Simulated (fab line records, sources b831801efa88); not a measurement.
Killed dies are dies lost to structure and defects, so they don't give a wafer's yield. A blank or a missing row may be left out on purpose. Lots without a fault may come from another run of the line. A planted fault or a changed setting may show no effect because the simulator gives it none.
fab line records | flow sky130
record lots=11 wafers=33 last_day=50
route steps=708 shown VIA2@521 CAPM@537 METAL3@558 PAD_OPEN@708
lots that met no fault: from a run of the same line without faults
start_h: hours from the record's first day to the start of the lot's first wafer shown | wait_h: hours since the lot's step before | " the same as in the row above | L1.1+2: a row that stands for several wafers | - no value, or no start given | * or withheld: withheld | < > ~ a bound
route shown NAME@n: a module of which the file shows steps, and the number in the route of the first | usual: mean/standard deviation of fault-free wafers | same: alike in all rows | chamber/n: place in a boat | sites: the reading at each site | _std_site: their standard deviation | _edge_site: outer sites' mean less inner sites' | radius_mm: how far each site lies from the wafer's centre | mask NAME#n: copy n | behind: the tool/chamber that last shaped the wafer | hold: why the lot was held/for how many hours/how that ended | device: the transistor (n, p or np) that didn't switch | end of line: the same wafers' tests at the end of the route | a step without rows: its recipe alone | killed: dies lost to structure and defects at the first sort, not the wafer's yield | map: a wafer's dies, x killed, . not, _ none there
set.NAME: the setting as run; set.NAME@STEP: as run at that earlier step | model.NAME: the simulator's own value behind a step, which no gauge read
steps of the route over a sample of lots; a table a step, a row a wafer
services: from which hour (start_h, from the record's first day; less than 0 if before it) a tool's chamber was out of use, for how many hours, and why
## steps
# step SKY_VIA2_ETCH_14
# recipe chemistry=N2/H2 target=BARC ion_energy_ev=200 source_w=500 bias_w=100 pressure_mtorr=30 n2_flow_sccm=100 h2_flow_sccm=200 stop_on=SiO2 time_s=45.9 target_depth_a=600
# usual chamber_pressure_mTorr=30.000/0.025 drypump_motor_current_A=5.7/0.56 n2_flow_sccm=100.03/0.28 oes_product_au=0.855/0.0044 throttle_valve_pct=13.225/0.0092
# columns lot.wafer tool chamber start_h wait_h chamber_pressure_mTorr drypump_motor_current_A n2_flow_sccm oes_product_au rf_hours_counter_h throttle_valve_pct
L744.2 rie_diel-04 1 854.37 0.0 30.012 5.6 99.78 0.850 10 13.212
L744.5 " 1 " " 30.020 5.6 99.56 0.854 - 13.230
L744.6 " 2 " " 29.994 5.7 100.70 0.849 - 13.239
L747.2 rie_diel-02 1 879.03 0.0 29.999 5.2 100.21 0.852 10 13.242
L747.3 " 0 " " 29.986 6.1 100.19 0.863 25 13.227
L747.6 " 3 " " 29.998 6.2 100.36 0.851 - 13.211
L749.2 rie_diel-03 3 883.17 0.0 29.980 4.8 100.00 0.852 6 13.229
L749.5 " 3 " " 29.996 4.9 99.94 0.857 - 13.227
L749.6 " 2 " " 29.953 6.7 99.80 0.855 - 13.229
L751.3 rie_diel-04 1 904.37 0.0 29.998 5.6 99.65 0.859 12 13.225
L751.4 " 0 " " 29.981 6.3 100.05 0.860 21 13.232
L751.6 " 0 " " 29.989 6.3 99.87 0.854 - 13.229
L753.1 rie_diel-02 2 911.02 0.0 30.006 5.4 99.64 0.855 2 13.236
L753.3 " 0 " " 30.018 6.1 100.48 0.855 26 13.217
L753.5 " 2 " " 30.019 5.4 99.68 0.855 - 13.219
L757.3 rie_diel-03 2 944.42 0.0 29.984 6.7 99.63 0.850 14 13.226
L757.4 " 1 " " 29.999 5.4 99.71 0.863 6 13.224
L757.5 " 1 " " 29.994 5.4 100.25 0.854 - 13.212
L758.1 rie_diel-03 3 949.63 0.0 29.988 4.9 100.13 0.856 7 13.230
L758.2 " 2 " " 30.033 6.8 100.06 0.852 14 13.232
L758.5 " 3 " " 29.999 4.9 100.36 0.852 - 13.218
L760.1 rie_diel-03 1 962.93 0.0 29.984 5.4 100.10 0.851 7 13.226
L760.2 " 3 " " 29.974 4.8 99.61 0.854 8 13.238
L760.4 " 2 " " 30.008 6.8 99.61 0.855 14 13.239
L762.1 rie_diel-03 1 985.88 0.0 29.981 5.4 100.24 0.859 7 13.222
L762.2 " 3 " " 29.994 4.9 99.90 0.858 8 13.207
L762.5 " 3 " " 30.030 4.9 100.31 0.858 - 13.233
L764.1 rie_diel-04 1 991.57 0.0 30.013 5.6 99.81 0.851 14 13.233
L764.5 " 3 " " 30.021 6.2 100.22 0.851 - 13.221
L764.6 " 0 " " 29.961 6.3 100.17 0.856 - 13.221
L765.3 rie_diel-02 3 997.13 0.0 30.003 6.2 100.28 0.869 5 13.239
L765.4 " 0 " " 30.008 6.1 100.04 0.864 29 13.214
L765.6 " 1 " " 30.037 5.2 99.82 0.855 - 13.213
# step SKY_CAPM_CVD_00
# recipe material=SiO2 target_thk_nm=15.5 temp_c=400 time_s=withheld rf_w=450
# usual heater_power_outer_w=423/55 heater_power_w=708/91
# columns lot.wafer tool chamber start_h wait_h heater_power_outer_w heater_power_w
L744.2 pecvd-01 0 855.91 0.0 512 857
L744.5 " 0 " " 516 860
L744.6 " 1 " " 391 664
L747.2 pecvd-01 2 880.55 0.0 424 714
L747.3 " 0 " " 503 859
L747.6 " 0 " " 501 848
L749.2 pecvd-01 0 884.70 0.0 512 862
L749.5 " 2 " " 352 635
L749.6 " 1 " " 456 734
L751.3 pecvd-04 2 905.90 0.0 350 561
L751.4 " 0 " " 459 759
L751.6 " 0 " " 464 752
L753.1 pecvd-01 0 912.54 0.0 481 784
L753.3 " 2 " " 437 744
L753.5 " 0 " " 493 807
L757.3 pecvd-01 2 945.94 0.0 364 636
L757.4 " 2 " " 358 636
L757.5 " 1 " " 449 746
L758.1 pecvd-02 1 951.15 0.0 398 691
L758.2 " 0 " " 429 761
L758.5 " 1 " " 410 721
L760.1 pecvd-02 0 964.68 0.0 402 749
L760.2 " 1 " " 402 714
L760.4 " 1 " " 413 698
L762.1 pecvd-02 0 987.41 0.0 369 692
L762.2 " 1 " " 431 748
L762.5 " 0 " " 379 688
L764.1 pecvd-01 0 993.09 0.0 510 847
L764.5 " 0 " " 520 852
L764.6 " 1 " " 417 719
L765.3 pecvd-04 1 998.84 0.0 374 597
L765.4 " 0 " " 418 703
L765.6 " 1 " " 374 619
# step SKY_CAPM_THK_MEAS_01
# recipe reads=SiO2_of_CAPM_CVD_00
# usual CAPM_CVD_00_THK=15.44/0.23
# columns lot.wafer tool chamber start_h wait_h CAPM_CVD_00_THK[nm]
L744.2 film_metro-01 - 855.94 - 15.18
L744.5 " - " " 15.41
L744.6 " - " " 15.37
L747.2 film_metro-03 - 880.59 - 14.96
L747.3 " - " " 15.11
L747.6 " - " " 15.59
L749.2 film_metro-04 - 884.73 - 15.26
L749.5 " - " " 15.05
L749.6 " - " " 15.40
L751.3 film_metro-01 - 905.94 - 15.38
L751.4 " - " " 15.38
L751.6 " - " " 15.36
L753.1 film_metro-01 - 912.56 - 15.02
L753.3 " - " " 15.27
L753.5 " - " " 15.67
L757.3 film_metro-04 - 945.98 - 15.41
L757.4 " - " " 15.80
L757.5 " - " " 15.79
L758.1 film_metro-04 - 951.19 - 15.31
L758.2 " - " " 15.32
L758.5 " - " " 15.57
L760.1 film_metro-01 - 964.75 - 15.69
L760.2 " - " " 15.34
L760.4 " - " " 15.65
L762.1 film_metro-01 - 987.43 - 15.68
L762.2 " - " " 15.41
L762.5 " - " " 15.72
L764.1 film_metro-01 - 993.11 - 15.27
L764.5 " - " " 15.58
L764.6 " - " " 15.64
L765.3 film_metro-01 - 998.88 - 15.28
L765.4 " - " " 15.39
L765.6 " - " " 15.37
# step SKY_METAL3_COAT_08
# recipe resist=KrF-thick spin_rpm=3000 resist_thk_nm=1140
# usual spin_speed_rpm=3000.1/2.2
# columns lot.wafer tool chamber start_h wait_h spin_speed_rpm
L744.2 litho_track-01 0 894 - 3004.0
L744.5 " 0 " " 3001.2
L744.6 " 0 895 - 2995.9
L747.2 litho_track-04 0 918 - 2996.7
L747.3 " 0 919 - 3000.1
L747.6 " 0 " " 2999.2
L749.2 litho_track-04 0 922 - 2571.8
L749.5 " 0 " " 2576.3
L749.6 " 0 " " 2576.1
L751.3 litho_track-04 0 943 - 2573.0
L751.4 " 0 " " 2574.9
L751.6 " 0 " " 2574.5
L753.1 litho_track-04 0 949 - 2573.4
L753.3 " 0 950 - 2574.6
L753.5 " 0 " " 2575.1
L757.3 litho_track-01 0 983 - 3002.4
L757.4 " 0 " " 2994.6
L757.5 " 0 " " 2999.5
L758.1 litho_track-01 0 986 - 3001.1
L758.2 " 0 987 - 3005.1
L758.5 " 0 " " 3003.2
L760.1 litho_track-01 0 999 - 3002.5
L760.2 " 0 " " 3000.0
L760.4 " 0 " " 3000.4
L762.1 litho_track-04 0 1021 - 3001.3
L762.2 " 0 " " 3001.8
L762.5 " 0 1022 - 3000.9
L764.1 litho_track-02 0 1028 - 3002.0
L764.5 " 0 " " 3002.0
L764.6 " 0 " " 3001.4
L765.3 litho_track-04 0 1034 - 2998.9
L765.4 " 0 " " 2992.9
L765.6 " 0 " " 2999.6
# step SKY_METAL3_STRIP_19
# recipe chemistry=O2/N2 power_w=1400 pressure_mtorr=1500 platen_temp_c=withheld o2_flow_sccm=3000 n2_flow_sccm=300 overash_fraction=0.5
# usual chamber_pressure_mTorr=1500.0/1.4 drypump_motor_current_A=5.61/0.25 n2_flow_sccm=300.1/0.97 oes_product_au=0.501/0.0065 strip_time_to_endpoint_s=6.51/0.1
# columns lot.wafer tool chamber start_h wait_h chamber_pressure_mTorr drypump_motor_current_A n2_flow_sccm oes_product_au rf_hours_counter_h strip_time_to_endpoint_s
L744.2 plasma_asher-04 1 908.43 0.1 1500.8 5.23 299.7 0.498 17 6.34
L744.5 " 1 " " 1499.9 5.24 301.4 0.503 - 6.50
L744.6 " 0 " " 1498.6 5.73 299.2 0.502 - 6.32
L747.2 plasma_asher-04 1 932.53 0.1 1497.8 5.22 301.6 0.497 20 6.47
L747.3 " 1 " " 1501.6 5.26 300.2 0.498 - 6.39
L747.6 " 0 " " 1501.7 5.75 300.1 0.507 - 6.60
L749.2 plasma_asher-02 1 936.02 0.2 1499.4 5.57 300.6 0.538 80 7.40
L749.5 " 0 " " 1501.2 5.44 300.7 0.537 - 7.37
L749.6 " 1 " " 1500.4 5.57 300.1 0.540 - 7.38
L751.3 plasma_asher-02 1 956.01 0.1 1498.5 5.56 301.0 0.547 - 7.58
L751.4 " 0 " " 1499.9 5.42 301.4 0.548 - 7.51
L751.6 " 1 " " 1501.5 5.57 300.6 0.544 - 7.54
L753.1 plasma_asher-02 0 963.30 0.1 1500.1 5.42 301.2 0.539 83 7.50
L753.3 " 1 " " 1501.7 5.58 297.8 0.547 - 7.56
L753.5 " 1 " " 1501.3 5.58 300.7 0.544 - 7.30
L757.3 plasma_asher-02 1 995.31 0.1 1501.2 5.58 300.9 0.509 - 6.44
L757.4 " 0 " " 1502.6 5.42 300.0 0.496 - 6.41
L757.5 " 0 " " 1499.4 5.42 299.4 0.503 - 6.42
L758.1 plasma_asher-04 0 998.75 0.1 1499.5 5.75 299.6 0.501 26 6.48
L758.2 " 1 " " 1501.8 5.27 299.6 0.500 26 6.46
L758.5 " 1 " " 1501.8 5.28 300.3 0.503 - 6.43
L760.1 plasma_asher-03 0 1012.08 0.1 1498.6 5.96 299.0 0.496 121 6.43
L760.2 " 1 " " 1500.8 5.91 300.8 0.506 121 6.52
L760.4 " 0 " " 1499.0 5.97 298.6 0.504 - 6.56
L762.1 plasma_asher-03 0 1034.15 0.1 1496.5 5.95 299.6 0.504 123 6.52
L762.2 " 1 " " 1501.4 5.92 300.2 0.491 123 6.51
L762.5 " 1 " " 1501.7 5.93 300.7 0.496 - 6.47
L764.1 plasma_asher-02 0 1040.44 0.1 1499.1 5.42 300.8 0.500 91 6.45
L764.5 " 0 " " 1499.5 5.42 299.3 0.499 - 6.52
L764.6 " 1 " " 1499.3 5.57 301.3 0.483 - 6.23
L765.3 plasma_asher-02 0 1045.98 0.1 1498.4 5.41 300.1 0.500 - 6.51
L765.4 " 1 " " 1500.0 5.56 299.1 0.503 - 6.64
L765.6 " 0 " " 1499.7 5.43 300.5 0.494 - 6.56
# step SKY_PAD_OPEN_PROBE_99
# usual defect_limited_yield=82.4/1.8 killed_at_M0_to_M3=44/6 killed_at_M4_up=2.9/1.5 killed_at_contacts=24/4.9 killed_at_front_end=16/4.3 killed_at_other=0.3/0.54 killed_dies=87/8.7 killed_open=48/6.7 killed_short=39/5.9 sort_bin_3_pad_short=0.9/0.4 sort_bin_5_function=10.5/1.5 sort_bin_6_memory=6.2/1.1 sort_n_pass=405/8.7 sort_yield_pct=82.4/1.8
# same gross_dies=492 killed_at_back_side=0 sort_bin_4_leakage[%]=0 sort_bin_8_speed[%]=0
# columns lot.wafer tool chamber start_h wait_h defect_limited_yield[%] killed_at_M0_to_M3 killed_at_M4_up killed_at_contacts killed_at_front_end killed_at_other killed_dies killed_open killed_short sort_bin_3_pad_short[%] sort_bin_5_function[%] sort_bin_6_memory[%] sort_n_pass sort_yield_pct[%]
L758.1 prober-02 - 1153.82 0.1 81.3 47 4 20 21 0 92 46 45 0.4 11.6 6.7 400 81.3
L758.2 prober-02 - 1153.87 0.1 79.7 42 4 31 23 0 100 56 44 0.8 13.2 6.3 392 79.7
L758.5 prober-02 - 1154.02 0.2 81.1 51 5 18 19 0 93 51 42 1.0 10.4 7.5 399 81.1
# killed by level:class
L758.1 CONTACT:geometric_particle:open=8 VIA1:geometric_particle:open=8 METAL2:geometric_particle:short=8 VIA2:geometric_particle:open=8 FIELD_ISO:geometric_particle:short=6 FIELD_ISO:geometric_particle:open=5 POLY_GATE:geometric_particle:short=5 VIA1:geometric_particle:short=4
L758.2 CONTACT:geometric_particle:open=14 METAL1:geometric_particle:short=9 VIA1:geometric_particle:open=9 LI_CONTACT:geometric_particle:open=8 FIELD_ISO:geometric_particle:open=6 POLY_GATE:geometric_particle:open=6 POLY_GATE:geometric_particle:short=5 METAL2:geometric_particle:short=5
L758.5 VIA3:geometric_particle:open=13 VIA1:geometric_particle:open=11 POLY_GATE:geometric_particle:short=8 LI_CONTACT:geometric_particle:open=8 CONTACT:geometric_particle:open=6 METAL2:geometric_particle:short=6 VIA2:geometric_particle:open=5 METAL4:geometric_particle:short=5
## services
# columns tool chamber start_h hours kind
rie_diel-02 2 845.36 7.4 repair
rie_diel-04 3 850.42 - clean
rie_diel-03 3 856.14 10.5 repair
pecvd-04 1 867.20 18.0 repair
pecvd-01 - 874.11 1.6 repair
plasma_asher-02 - 881.10 0.7 repair
plasma_asher-03 - 885.83 1.0 repair
rie_diel-03 - 897.59 14.6 pm
rie_diel-04 1 898.08 1.4 repair
pecvd-01 1 898.63 5.0 scheduled_down
plasma_asher-02 - 902.27 7.9 repair
rie_diel-02 0 913.75 4.2 repair
rie_diel-04 1 915.12 7.9 repair
rie_diel-03 0 924.74 5.8 repair
rie_diel-04 3 925.16 3.4 repair
rie_diel-02 2 930.15 5.0 repair
rie_diel-02 3 949.35 1.3 repair
pecvd-01 - 978.15 0.3 repair
rie_diel-04 2 991.01 8.9 repair
rie_diel-02 - 1010.87 2.8 pm
rie_diel-02 - 1016.30 15.6 pm
rie_diel-04 - 1017.37 0.2 repair
plasma_asher-04 - 1022.15 8.6 repair
plasma_asher-03 - 1041.39 23.8 repair
## key
first_sign step=SKY_METAL3_COAT_08 reading=spin_speed_rpm direction=down sigmas=99+ usual=3000.1 struck=2574.4
effect step=SKY_METAL3_STRIP_19 reading=strip_time_to_endpoint_s direction=up sigmas=9.5 usual=* struck=*
met_at SKY_METAL3_COAT_08
struck_lots L749,L751,L753
not_acting_at SKY_VIA2_ETCH_14,SKY_CAPM_CVD_00,SKY_CAPM_THK_MEAS_01
onset_between 918 922
fault kind=process_parameter_drift tool=litho_track-04 chamber=- onset_h=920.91 steps=SKY_METAL3_COAT_08 channel=spin_rpm offset=-426.82 shape=step end_h=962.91 acts_in=these_recipes_only stated=3000
